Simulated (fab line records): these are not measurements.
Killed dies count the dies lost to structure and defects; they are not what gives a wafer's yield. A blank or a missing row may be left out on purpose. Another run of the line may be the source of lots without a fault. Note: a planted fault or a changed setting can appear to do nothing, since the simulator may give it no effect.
Which tool was responsible? / flow gf180mcu / 12 lots, 36 wafers sampled, at 2 steps of a route of 602

## WHAT EACH GAUGE READ, for each wafer
GF_V2_CD_MEAS_14: the cd target is 260 nm. Usual: cd nm reads 260.1 nm (standard deviation 1.1).
lot=L677; measured=day 20 21:31; on=cd sem-02; cd nm (nm)=260.8 261.1 260.6; flag=
lot=L678; measured=day 21 09:40; on=cd sem-02; cd nm (nm)=259.0 260.3 259.9; flag=
lot=L679; measured=day 21 12:38; on=cd sem-01; cd nm (nm)=258.8 258.6 259.7; flag=
lot=L680; measured=day 21 15:23; on=cd sem-02; cd nm (nm)=259.0 258.3 258.7; flag=
lot=L682; measured=day 22 06:43; on=cd sem-02; cd nm (nm)=260.6 260.0 260.1; flag=
lot=L685; measured=day 23 16:10; on=cd sem-02; cd nm (nm)=259.7 260.4 259.7; flag=
lot=L686; measured=day 24 01:07; on=cd sem-02; cd nm (nm)=259.9 261.1 261.5; flag=
lot=L687; measured=day 24 07:29; on=cd sem-01; cd nm (nm)=259.8 259.0 260.3; flag=
lot=L688; measured=day 24 18:58; on=cd sem-02; cd nm (nm)=260.3 258.3 258.1; flag=
lot=L690; measured=day 25 14:20; on=cd sem-01; cd nm (nm)=260.0 260.1 261.3; flag=
lot=L691; measured=day 25 16:38; on=cd sem-02; cd nm (nm)=261.0 261.2 260.6; flag=
lot=L698; measured=day 27 17:55; on=cd sem-01; cd nm (nm)=260.8 260.0 260.3; flag=

GF_M3_CD_MEAS_14: the cd target is 280 nm. Usual: cd nm reads 279.7 nm (standard deviation 1.1).
lot=L677; measured=day 21 23:25; on=cd sem-01; cd nm (nm)=280.0 280.2 278.7; flag=
lot=L678; measured=day 22 11:07; on=cd sem-01; cd nm (nm)=280.8 280.7 279.8; flag=
lot=L679; measured=day 22 13:25; on=cd sem-02; cd nm (nm)=278.8 280.4 279.5; flag=
lot=L680; measured=day 22 16:39; on=cd sem-01; cd nm (nm)=280.3 280.4 282.1; flag=
lot=L682; measured=day 23 07:25; on=cd sem-01; cd nm (nm)=280.1 281.1 280.5; flag=
lot=L685; measured=day 24 16:09; on=cd sem-01; cd nm (nm)=279.5 280.9 279.6; flag=
lot=L686; measured=day 25 00:52; on=cd sem-02; cd nm (nm)=282.1 280.5 281.2; flag=
lot=L687; measured=day 25 06:29; on=cd sem-02; cd nm (nm)=280.6 280.7 280.8; flag=
lot=L688; measured=day 25 17:35; on=cd sem-01; cd nm (nm)=280.2 278.9 280.1; flag=
lot=L690; measured=day 26 13:01; on=cd sem-02; cd nm (nm)=279.8 281.8 281.3; flag=
lot=L691; measured=day 26 15:04; on=cd sem-02; cd nm (nm)=279.9 280.9 279.9; flag=
lot=L698; measured=day 28 15:46; on=cd sem-02; cd nm (nm)=276.6 277.3 277.5; flag=

## WHICH TOOL RAN EACH LOT (tool, then ch and the chambers of the sampled wafers, then the start)
Before these readings, the record contains no process step.

## AS READ BY THE TOOLS THEMSELVES (means over the sampled wafers that have a number; for cases with no such wafer, the mark the record gives instead)
The record holds no such reading with a usual standard deviation.

## THE ANSWER, worked out from the rows above alone
Rule: a lot counts as off when the mean over its wafers that have a number is more than 3 standard deviations away from the usual mean. A lot without any number at a reading at which 4 lots or more have one is off too. All remaining lots with rows at the step are treated as sound. After the gauges, taken in route order, come the tools' own readings; for these a lot's mean is taken, as printed above. At the first step where some lot is off, the reading lying furthest off is the one used; lots without a number count as furthest.
Nothing can be told from this: no lot is off at any reading shown.

## WHAT HAD BEEN PUT IN BY THE SIMULATOR
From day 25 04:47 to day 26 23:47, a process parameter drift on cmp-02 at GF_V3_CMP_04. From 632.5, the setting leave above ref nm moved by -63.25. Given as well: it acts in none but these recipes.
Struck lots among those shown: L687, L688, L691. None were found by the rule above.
